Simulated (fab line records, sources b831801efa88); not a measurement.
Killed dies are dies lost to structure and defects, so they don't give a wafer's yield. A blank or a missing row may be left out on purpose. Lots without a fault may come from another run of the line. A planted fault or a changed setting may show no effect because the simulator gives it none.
fab line records | flow gf180mcu
record lots=6 wafers=18 last_day=33
route steps=602 shown V2@396
lots that met no fault: from a run of the same line without faults
start_h: hours from the record's first day to the start of the lot's first wafer shown | wait_h: hours since the lot's step before | " the same as in the row above | L1.1+2: a row that stands for several wafers | - no value, or no start given | * or withheld: withheld | < > ~ a bound
route shown NAME@n: a module of which the file shows steps, and the number in the route of the first | usual: mean/standard deviation of fault-free wafers | same: alike in all rows | chamber/n: place in a boat | sites: the reading at each site | _std_site: their standard deviation | _edge_site: outer sites' mean less inner sites' | radius_mm: how far each site lies from the wafer's centre | mask NAME#n: copy n | behind: the tool/chamber that last shaped the wafer | hold: why the lot was held/for how many hours/how that ended | device: the transistor (n, p or np) that didn't switch | end of line: the same wafers' tests at the end of the route | a step without rows: its recipe alone | killed: dies lost to structure and defects at the first sort, not the wafer's yield | map: a wafer's dies, x killed, . not, _ none there
set.NAME: the setting as run; set.NAME@STEP: as run at that earlier step | model.NAME: the simulator's own value behind a step, which no gauge read
lots at some steps of the route; a table a step, a row a wafer
services: from which hour (start_h, from the record's first day; less than 0 if before it) a tool's chamber was out of use, for how many hours, and why
## steps
# step GF_V2_CD_MEAS_14
# recipe target_cd_nm=260
# usual cd_nm=259.7/1.1
# columns lot.wafer tool chamber start_h wait_h cd_nm
L819.1 cd_sem-02 - 504.03 0.1 257.8
L819.2 " - " " 259.1
L819.5 " - " " 259.0
L823.3 cd_sem-01 - 536.76 0.1 259.5
L823.4 " - " " 260.4
L823.5 " - " " 259.7
L828.2 cd_sem-01 - 578.94 0.1 261.0
L828.3 " - " " 258.5
L828.6 " - " " 259.7
L830.2 cd_sem-01 - 591.51 0.2 260.5
L830.5 " - " " 258.5
L830.6 " - " " 258.8
L833.2 cd_sem-01 - 619.11 0.2 258.9
L833.3 " - " " 258.7
L833.6 " - " " 259.4
L834.2 cd_sem-01 - 620.78 0.3 259.1
L834.4 " - " " 258.6
L834.6 " - " " 258.5
# step GF_V2_OVL_MEAS_15
# usual V2_OVL=-2/5.4
# columns lot.wafer tool chamber start_h wait_h V2_OVL[nm]
L819.1 overlay-01 - 504.15 0.1 -6
L819.2 " - " " -6
L819.5 " - " " -1
L823.3 overlay-01 - 536.85 0.1 -2
L823.4 " - " " 8
L823.5 " - " " 3
L828.2 overlay-01 - 579.04 0.1 -1
L828.3 " - " " -11
L828.6 " - " " -8
L830.2 overlay-01 - 591.61 0.1 -5
L830.5 " - " " 4
L830.6 " - " " -1
L833.2 overlay-02 - 619.22 0.1 2
L833.3 " - " " -5
L833.6 " - " " 4
L834.2 overlay-02 - 620.89 0.1 4
L834.4 " - " " -3
L834.6 " - " " 0
# step GF_V2_ETCH_16
# recipe chemistry=N2/H2 target_depth_a=withheld overetch_a=withheld time_s=withheld target=BARC ion_energy_ev=200 source_w=500 bias_w=100 pressure_mtorr=30 n2_flow_sccm=100 h2_flow_sccm=200
# usual drypump_motor_current_A=5.8/0.54 oes_product_au=0.854/0.0045 throttle_valve_pct=13.224/0.0086
# columns lot.wafer tool chamber start_h wait_h drypump_motor_current_A oes_product_au throttle_valve_pct
L819.1 rie_diel-03 2 504.19 0.0 5.4 0.862 13.231
L819.2 " 0 " " 6.6 0.857 13.220
L819.5 " 0 " " 6.6 0.848 13.213
L823.3 rie_diel-04 0 536.88 0.0 5.2 0.853 13.218
L823.4 " 1 " " 6.1 0.850 13.237
L823.5 " 1 " " 6.1 0.855 13.207
L828.2 rie_diel-03 0 579.07 0.0 6.7 0.851 13.229
L828.3 " 1 " " 4.7 0.849 13.222
L828.6 " 3 " " 5.7 0.865 13.231
L830.2 rie_diel-04 0 591.64 0.0 5.2 0.855 13.229
L830.5 " 0 " " 5.2 0.858 13.229
L830.6 " 3 " " 5.3 0.856 13.221
L833.2 rie_diel-03 3 619.25 0.0 5.7 0.860 13.220
L833.3 " 2 " " 5.4 0.851 13.235
L833.6 " 2 " " 5.4 0.855 13.230
L834.2 rie_diel-04 1 620.92 0.0 6.1 0.860 13.221
L834.4 " 2 " " 5.8 0.855 13.226
L834.6 " 3 " " 5.3 0.850 13.241
# step GF_V2_ETCH_17
# recipe chemistry=C4F8/O2/Ar mask_material=KrF target=SiO2 stop_on=TiN source_w=1500 bias_w=1200 pressure_mtorr=40 c4f8_flow_sccm=withheld O2_flow_sccm=6 Ar_flow_sccm=300 time_s=withheld target_depth_a=6300
# usual oes_product_au=0.857/0.0048
# columns lot.wafer tool chamber start_h wait_h oes_product_au
L819.1 rie_diel-03 2 - - 0.863
L819.2 " 0 " " 0.854
L819.5 " 0 " " 0.856
L823.3 rie_diel-04 0 - - 0.862
L823.4 " 1 " " 0.859
L823.5 " 1 " " 0.857
L828.2 rie_diel-03 0 - - 0.853
L828.3 " 1 " " 0.851
L828.6 " 3 " " 0.861
L830.2 rie_diel-04 0 - - 0.861
L830.5 " 0 " " 0.862
L830.6 " 3 " " 0.856
L833.2 rie_diel-03 3 - - 0.863
L833.3 " 2 " " 0.860
L833.6 " 2 " " 0.856
L834.2 rie_diel-04 1 - - 0.854
L834.4 " 2 " " 0.858
L834.6 " 3 " " 0.851
# step GF_V2_STRIP_18
# recipe chemistry=O2/N2 power_w=1400 pressure_mtorr=1500 platen_temp_c=250 o2_flow_sccm=3000 n2_flow_sccm=300 overash_fraction=0.5
# usual drypump_motor_current_A=5.9/0.55 heater_power_w=325/23 oes_product_au=0.592/0.0048
# columns lot.wafer tool chamber start_h wait_h drypump_motor_current_A heater_power_w oes_product_au rf_hours_counter_h
L819.1 plasma_asher-04 0 504.32 - 5.8 372 0.588 8
L819.2 " 1 " " 5.7 312 0.597 8
L819.5 " 1 " " 5.7 306 0.592 -
L823.3 plasma_asher-03 0 537.04 - 6.8 335 0.581 -
L823.4 " 1 " " 4.9 317 0.595 -
L823.5 " 1 " " 4.9 312 0.590 -
L828.2 plasma_asher-03 0 579.20 - 6.8 324 0.595 91
L828.3 " 0 " " 6.8 332 0.596 -
L828.6 " 1 " " 5.0 303 0.590 -
L830.2 plasma_asher-03 1 591.77 - 4.9 312 0.593 92
L830.5 " 0 " " 6.8 344 0.590 -
L830.6 " 1 " " 4.9 315 0.595 -
L833.2 plasma_asher-04 1 619.38 - 5.7 307 0.592 22
L833.3 " 1 " " 5.7 305 0.597 -
L833.6 " 0 " " 5.8 356 0.594 -
L834.2 plasma_asher-01 1 621.05 - 6.1 335 0.592 88
L834.4 " 1 " " 6.2 335 0.594 -
L834.6 " 0 " " 6.1 290 0.587 -
# step GF_V2_STRIP_19
# recipe chemistry=post_etch_residue_remover time_s=1200 temp_c=72.5
# step GF_V2_CLEAN_20
# recipe chemistry=DIW dry=n2_spin
# step GF_V2_SPUTTER_21
# recipe material=Ti target_thk_nm=15 chamber_pressure_pa=5 power_w=2500 substrate_temp_c=200 time_s=80.02
# usual throttle_valve_pct=30.4/0.85
# columns lot.wafer tool chamber start_h wait_h throttle_valve_pct
L819.1 pvd_sputter-03 - 504.89 0.0 30.7
L819.2 " - " " 30.0
L819.5 " - " " 31.5
L823.3 pvd_sputter-03 - 537.60 0.0 29.6
L823.4 " - " " 30.7
L823.5 " - " " 31.5
L828.2 pvd_sputter-03 - 579.74 0.0 31.5
L828.3 " - " " 29.9
L828.6 " - " " 31.4
L830.2 pvd_sputter-01 - 592.31 0.0 30.7
L830.5 " - " " 30.4
L830.6 " - " " 30.8
L833.2 pvd_sputter-04 - 619.91 0.0 32.2
L833.3 " - " " 30.9
L833.6 " - " " 30.8
L834.2 pvd_sputter-01 - 621.59 0.0 29.7
L834.4 " - " " 30.9
L834.6 " - " " 30.7
# step GF_V2_SPUTTER_22
# recipe material=TiN target_thk_nm=10 chamber_pressure_pa=5 power_w=4000 time_s=40
# step GF_V2_CVD_23
# recipe material=W target_thk_nm=350 time_s=104.94 temp_c=400 pressure_torr=40
# usual heater_power_w=924/150
# columns lot.wafer tool chamber start_h wait_h heater_power_w
L819.1 cvd_w-01 0 504.99 0.0 936
L819.2 " 1 " " 1127
L819.5 " 1 " " 1083
L823.3 cvd_w-02 1 537.74 0.1 770
L823.4 " 0 " " 710
L823.5 " 0 " " 696
L828.2 cvd_w-02 0 579.84 0.0 721
L828.3 " 0 " " 711
L828.6 " 0 " " 721
L830.2 cvd_w-02 0 592.41 0.0 709
L830.5 " 1 " " 774
L830.6 " 0 " " 732
L833.2 cvd_w-02 1 620.01 0.0 790
L833.3 " 1 " " 768
L833.6 " 1 " " 798
L834.2 cvd_w-01 1 621.69 0.0 1118
L834.4 " 1 " " 1103
L834.6 " 0 " " 934
# step GF_V2_RS_MEAS_24
# recipe thk_meas_gauge=four-point-probe reads=W_of_V2_CVD_23+TiN_of_V2_SPUTTER_22+Ti_of_V2_SPUTTER_21
# usual V2_W_RS=0.324/0.0044
# columns lot.wafer tool chamber start_h wait_h V2_W_RS[ohm/sq]
L819.1 film_metro-03 - 505.10 0.1 0.326
L819.2 " - " " 0.320
L819.5 " - " " 0.318
L823.3 film_metro-01 - 537.85 0.1 0.328
L823.4 " - " " 0.326
L823.5 " - " " 0.324
L828.2 film_metro-03 - 579.97 0.1 0.326
L828.3 " - " " 0.323
L828.6 " - " " 0.323
L830.2 film_metro-01 - 592.54 0.1 0.323
L830.5 " - " " 0.329
L830.6 " - " " 0.322
L833.2 film_metro-04 - 620.14 0.1 0.325
L833.3 " - " " 0.325
L833.6 " - " " 0.329
L834.2 film_metro-01 - 621.82 0.1 0.322
L834.4 " - " " 0.318
L834.6 " - " " 0.328
# step GF_V2_THK_MEAS_25
# recipe thk_meas_gauge=xrf reads=W_of_V2_CVD_23
# usual V2_W_THK=351/5.5
# columns lot.wafer tool chamber start_h wait_h V2_W_THK[nm]
L819.1 film_metro-03 - 505.22 0.1 353
L819.2 " - " " 358
L819.5 " - " " 358
L823.3 film_metro-01 - 537.95 0.1 348
L823.4 " - " " 348
L823.5 " - " " 349
L828.2 film_metro-03 - 580.08 0.1 353
L828.3 " - " " 354
L828.6 " - " " 355
L830.2 film_metro-01 - 592.65 0.1 350
L830.5 " - " " 345
L830.6 " - " " 352
L833.2 film_metro-04 - 620.25 0.1 349
L833.3 " - " " 351
L833.6 " - " " 345
L834.2 film_metro-01 - 621.93 0.1 350
L834.4 " - " " 350
L834.6 " - " " 343
# step GF_V2_CMP_26
# recipe stop_on=SiO2 down_force_psi=3.5 platen_rpm=60 t_overpolish_s=15 target_thk_nm=0 pad_velocity_m_s=0.94248
# usual motor_current_A=10.9/1.2 overpolish_run_s=15.000/0.0088 slurry_flow_ml_min=149.9/0.5 time_to_endpoint_s=86/3.4
# columns lot.wafer tool chamber start_h wait_h motor_current_A overpolish_run_s slurry_flow_ml_min time_to_endpoint_s
L819.2 cmp-02 2 505.28 0.0 10.8 14.991 148.5 96
L819.1 " 3 " " 11.0 14.996 149.5 88
L819.5 " 2 " " 11.2 14.995 149.1 94
L823.4 cmp-02 0 538.04 0.1 10.1 14.980 149.3 80
L823.3 " 1 " " 9.4 15.000 150.4 84
L823.5 " 0 " " 9.7 15.009 150.0 81
L828.2 cmp-02 1 580.18 0.1 9.0 0.045 150.3 130
L828.3 " 3 " " 11.9 0.037 150.0 130
L828.6 " 1 " " 9.4 0.046 149.4 131
L830.2 cmp-02 0 592.70 0.0 10.0 0.032 149.5 131
L830.5 " 0 " " 10.0 0.045 148.8 129
L830.6 " 1 " " 8.8 0.048 150.0 131
L833.3 cmp-01 0 620.30 0.0 11.0 14.984 150.5 86
L833.2 " 1 " " 13.4 14.996 150.2 89
L833.6 " 0 " " 11.5 14.981 150.3 83
L834.2 cmp-01 3 622.03 0.1 10.9 15.011 150.2 85
L834.4 " 0 " " 10.8 14.996 150.1 85
L834.6 " 2 " " 10.2 14.995 149.3 83
## services
# columns tool chamber start_h hours kind
cvd_w-01 1 483.52 9.4 repair
rie_diel-03 3 490.07 - clean
rie_diel-03 3 490.07 19.9 scheduled_down
rie_diel-03 3 490.07 19.9 vent_cycle
cmp-02 - 490.13 5.3 pm
rie_diel-03 1 490.41 8.9 repair
pvd_sputter-01 - 492.98 2.6 repair
plasma_asher-01 - 498.48 28.1 pm
pvd_sputter-03 - 512.91 1.0 repair
cmp-01 - 516.56 1.1 repair
pvd_sputter-03 - 526.40 10.5 repair
rie_diel-03 0 526.86 9.6 repair
pvd_sputter-03 - 528.27 0.8 repair
plasma_asher-01 - 538.70 0.6 repair
plasma_asher-03 - 559.06 18.1 pm
plasma_asher-04 - 569.61 1.5 repair
rie_diel-04 0 571.28 12.0 repair
cmp-01 - 572.24 4.0 pm
cmp-02 - 575.86 2.2 repair
cmp-01 - 576.24 - consumable_replace:conditioner
cmp-01 - 576.24 - consumable_replace:pad
plasma_asher-03 - 602.04 1.8 repair
plasma_asher-03 - 603.71 1.0 repair
plasma_asher-03 - 604.69 28.1 pm
## key
first_sign step=GF_V2_CMP_26 reading=overpolish_run_s direction=down sigmas=99+ usual=15.000 struck=0.042
effect step=GF_V2_CMP_26 reading=time_to_endpoint_s direction=up sigmas=13 usual=* struck=*
met_at GF_V2_CMP_26
struck_wafers L828.2,L828.3,L828.6,L830.2,L830.5,L830.6
later_rows_left_out L828.2,L828.3,L828.6,L830.2,L830.5,L830.6
sort_left_out L828.2,L828.3,L828.6,L830.2,L830.5,L830.6
onset_between 538.04 580.18
fault kind=process_parameter_drift tool=cmp-02 chamber=- onset_h=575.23 steps=GF_V2_CMP_26 channel=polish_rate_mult offset=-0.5 shape=step end_h=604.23
# sort_left_out: the simulated sort isn't trusted on such a fault, so these wafers' sort isn't shown, and their yield isn't known
# later_rows_left_out: the simulator's readings of these wafers behind a module that went badly wrong aren't trusted and aren't shown, but for the sort
